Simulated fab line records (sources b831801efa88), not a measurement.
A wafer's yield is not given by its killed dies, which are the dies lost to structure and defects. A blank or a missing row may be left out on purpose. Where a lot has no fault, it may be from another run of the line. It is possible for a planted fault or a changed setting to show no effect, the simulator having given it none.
What tool caused it? + flow sfq line + 14 lots with 42 wafers sampled at 3 steps, on a route of 325 steps

## WHAT THE GAUGES READ, wafer by wafer
SFQ_R5_RS_MEAS_933: the measuring method here is four-point-probe.
| lot  | measured     | on            | R5_MONX_RS (ohm/sq) |
|------|--------------|---------------|---------------------|
| L330 | day 57 02:20 | film metro-01 | 7.12 7.07 7.10      |
| L331 | day 57 05:33 | film metro-01 | 6.96 7.01 6.97      |
| L332 | day 57 13:58 | film metro-01 | 7.12 7.17 7.21      |
| L333 | day 57 21:16 | film metro-01 | 6.94 6.94 6.96      |
| L334 | day 58 05:47 | film metro-02 | 7.17 7.15 7.23      |
| L335 | day 58 17:07 | film metro-02 | 7.01 7.05 6.98      |
| L341 | day 60 20:40 | film metro-01 | 7.10 7.03 7.10      |
| L343 | day 66 01:38 | film metro-01 | 6.97 7.04 7.05      |
| L344 | day 66 21:46 | film metro-01 | 7.23 7.16 7.14      |
| L346 | day 67 11:25 | film metro-01 | 7.04 7.07 7.08      |
| L347 | day 67 17:30 | film metro-02 | 7.03 7.14 7.04      |
| L349 | day 69 16:42 | film metro-04 | 7.06 7.05 7.06      |
| L351 | day 75 06:54 | film metro-04 | 7.03 7.06 7.11      |
| L352 | day 75 18:46 | film metro-02 | 7.07 7.08 7.11      |

## WHICH TOOL RAN EACH LOT (tool, then ch and the chambers of the sampled wafers, then the start)
| lot  | SFQ_TRILAYER_INCOMING_OXIDATION_002 | SFQ_TRILAYER_M5_STRIP_STRIP_127   |
|------|-------------------------------------|-----------------------------------|
| L330 | furnace-01 ch 0, day 1 10:07        | rie metal-03 ch 0,1, day 56 20:40 |
| L331 | furnace-02 ch 0, day 1 15:07        | rie metal-04 ch 0,1, day 57 00:23 |
| L332 | furnace-01 ch 0, day 1 20:07        | rie metal-04 ch 0,1, day 57 08:47 |
| L333 | furnace-02 ch 0, day 2 01:07        | rie metal-01 ch 0,1, day 57 16:07 |
| L334 | furnace-01 ch 0, day 2 06:07        | rie metal-04 ch 0,1, day 58 00:31 |
| L335 | furnace-02 ch 0, day 2 11:07        | rie metal-04 ch 0, day 58 11:38   |
| L341 | furnace-02 ch 0, day 3 17:07        | rie metal-04 ch 0,1, day 60 08:42 |
| L343 | furnace-02 ch 0, day 4 03:07        | rie metal-01 ch 0,1, day 65 20:19 |
| L344 | furnace-01 ch 0, day 4 08:07        | rie metal-01 ch 0,1, day 66 16:29 |
| L346 | furnace-01 ch 0, day 4 18:07        | rie metal-01 ch 0,1, day 67 03:20 |
| L347 | furnace-01 ch 0, day 4 23:07        | rie metal-03 ch 0,1, day 67 11:29 |
| L349 | furnace-01 ch 0, day 5 09:07        | rie metal-04 ch 0, day 68 23:34   |
| L351 | furnace-01 ch 0, day 5 19:07        | rie metal-01 ch 0,1, day 75 01:43 |
| L352 | furnace-01 ch 0, day 6 00:07        | rie metal-03 ch 0, day 75 13:22   |
- SFQ_TRILAYER_INCOMING_OXIDATION_002: target thk 500 nm, ox time 4939 s.
- SFQ_TRILAYER_M5_STRIP_STRIP_127: strips in O2.

## AS READ BY THE TOOLS THEMSELVES (means over the sampled wafers that have a number; for cases with no such wafer, the mark the record gives instead)
SFQ_TRILAYER_INCOMING_OXIDATION_002.
| lot  | tool       | spike tc bottom C (C) | spike tc centre C (C) | spike tc lower C (C) | spike tc top C (C) | spike tc upper C (C) | tube center temp C (C) | tube_center_temp_C_max | zone power bottom pct (%) | zone power centre pct (%) | zone power lower pct (%) | zone power upper pct (%) |
|------|------------|-----------------------|-----------------------|----------------------|--------------------|----------------------|------------------------|------------------------|---------------------------|---------------------------|--------------------------|--------------------------|
| L330 | furnace-01 | 1021                  | 1002.0                | 1001.6               | 1019.6             | 1000.3               | 1000                   | 1002.5                 | 30.4                      | 24.4                      | 22.9                     | 21.4                     |
| L331 | furnace-02 | 1014                  | 1000.3                | 1000.2               | 1013.9             | 1000.4               | 1000                   | 1002.8                 | 32.5                      | 23.1                      | 22.3                     | 23.2                     |
| L332 | furnace-01 | 1023                  | 1000.8                | 1001.1               | 1019.6             | 1001.3               | 1000                   | 1002.4                 | 30.5                      | 24.2                      | 22.6                     | 21.6                     |
| L333 | furnace-02 | 1014                  | 1000.9                | 999.8                | 1013.0             | 1001.1               | 1000                   | 1002.9                 | 32.7                      | 23.1                      | 22.2                     | 23.4                     |
| L334 | furnace-01 | 1022                  | 1001.7                | 1001.3               | 1017.8             | 1001.3               | 1000                   | 1003.1                 | 30.1                      | 24.3                      | 22.5                     | 21.6                     |
| L335 | furnace-02 | 1014                  | 1001.2                | 999.7                | 1013.5             | 1001.7               | 1000                   | 1003.0                 | 32.9                      | 23.3                      | 22.3                     | 23.1                     |
| L341 | furnace-02 | 1066                  | 1053.5                | 1053.0               | 1065.3             | 1053.5               | 1052                   | 1054.3                 | 37.4                      | 26.5                      | 25.2                     | 26.2                     |
| L343 | furnace-02 | 1066                  | 1053.5                | 1053.3               | 1065.4             | 1053.7               | 1052                   | 1054.5                 | 37.3                      | 26.2                      | 25.2                     | 26.1                     |
| L344 | furnace-01 | 1021                  | 1001.3                | 1000.2               | 1018.7             | 1000.3               | 1000                   | 1003.0                 | 30.5                      | 24.2                      | 22.9                     | 21.6                     |
| L346 | furnace-01 | 1023                  | 1001.8                | 1001.9               | 1019.1             | 1002.0               | 1000                   | 1003.2                 | 30.3                      | 24.1                      | 23.2                     | 21.4                     |
| L347 | furnace-01 | 1022                  | 1001.3                | 1001.7               | 1019.6             | 1001.8               | 1000                   | 1002.4                 | 30.5                      | 24.3                      | 22.6                     | 21.5                     |
| L349 | furnace-01 | 1022                  | 1001.5                | 1001.4               | 1019.1             | 1001.6               | 1000                   | 1003.0                 | 30.6                      | 24.1                      | 22.7                     | 21.6                     |
| L351 | furnace-01 | 1023                  | 1001.6                | 1001.1               | 1017.4             | 1001.5               | 1000                   | 1002.4                 | 30.5                      | 24.4                      | 23.0                     | 21.3                     |
| L352 | furnace-01 | 1021                  | 1002.5                | 1001.6               | 1017.8             | 1000.5               | 1000                   | 1002.7                 | 30.4                      | 24.1                      | 22.9                     | 21.6                     |

SFQ_TRILAYER_M5_STRIP_STRIP_127.
| lot  | tool         | drypump motor current A (A) | oes product au (a.u.) |
|------|--------------|-----------------------------|-----------------------|
| L330 | rie metal-03 | 6.0                         | 0.987                 |
| L331 | rie metal-04 | 5.9                         | 0.995                 |
| L332 | rie metal-04 | 6.2                         | 0.996                 |
| L333 | rie metal-01 | 5.7                         | 1.001                 |
| L334 | rie metal-04 | 6.2                         | 0.997                 |
| L335 | rie metal-04 | 5.7                         | 0.997                 |
| L341 | rie metal-04 | 5.9                         | 1.002                 |
| L343 | rie metal-01 | 5.7                         | 1.002                 |
| L344 | rie metal-01 | 5.8                         | 1.004                 |
| L346 | rie metal-01 | 5.7                         | 1.000                 |
| L347 | rie metal-03 | 6.1                         | 0.997                 |
| L349 | rie metal-04 | 5.7                         | 0.997                 |
| L351 | rie metal-01 | 5.8                         | 1.008                 |
| L352 | rie metal-03 | 6.3                         | 1.007                 |

## THE ANSWER, worked out from the rows above alone
Rule: the usual values come from the lots themselves. Put in order of their means at a reading, lots are off if they are a third of the lots or fewer, leave a main group of 4 or more, and stand apart from it by a gap of 3 or more times the standard deviation of the main group's means; of several such gaps the widest counts. If all means in a main group match to the digits the tables above print for the reading, that group is not used. A lot without any number at a reading at which 4 lots or more have one is off too. The other lots that the step has rows for count as sound. After the gauges, taken in route order, come the tools' own readings; for these a lot's mean is taken, as printed above. At the first step where some lot is off, the reading lying furthest off is the one used; lots without a number count as furthest.
Off: L341, L343 (SFQ_TRILAYER_INCOMING_OXIDATION_002, tube_center_temp_C_max). The main group: mean 1002.8, standard deviation 0.28.
A tool fits if, at that step or a process step before it, it ran every lot that is off, and no sound lot after the first of them. One candidate fits, namely furnace-02 at SFQ_TRILAYER_INCOMING_OXIDATION_002. A fault onset in the window from L335 (day 2 11:07, its last sound lot) to L341 (day 3 17:07, its first lot off) fits.
The tool's own readings at SFQ_TRILAYER_INCOMING_OXIDATION_002 bear it out: on the lots that are off they differ by more than 5 times the standard deviation of the sound lots' means. spike tc bottom C reads 1066 C there against 1020 C on the sound lots; spike tc centre C reads 1053.5 C there against 1001.4 C on the sound lots; spike tc lower C reads 1053.2 C there against 1001.0 C on the sound lots; spike tc top C reads 1065.3 C there against 1017.4 C on the sound lots; spike tc upper C reads 1053.6 C there against 1001.1 C on the sound lots; tube center temp C reads 1052 C there against 1000 C on the sound lots; tube_center_temp_C_max reads 1054.4 there against 1002.8 on the sound lots; zone power bottom pct reads 37.3 % there against 31.0 % on the sound lots; zone power centre pct reads 26.4 % there against 24.0 % on the sound lots; zone power lower pct reads 25.2 % there against 22.7 % on the sound lots; zone power upper pct reads 26.1 % there against 21.9 % on the sound lots.

## WHAT THE SIMULATOR HAD INSERTED
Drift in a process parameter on furnace-02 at SFQ_TRILAYER_INCOMING_OXIDATION_002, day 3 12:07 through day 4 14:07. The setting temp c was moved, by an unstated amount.
Struck lots among those shown: L341, L343. The rule given above showed the same thing.
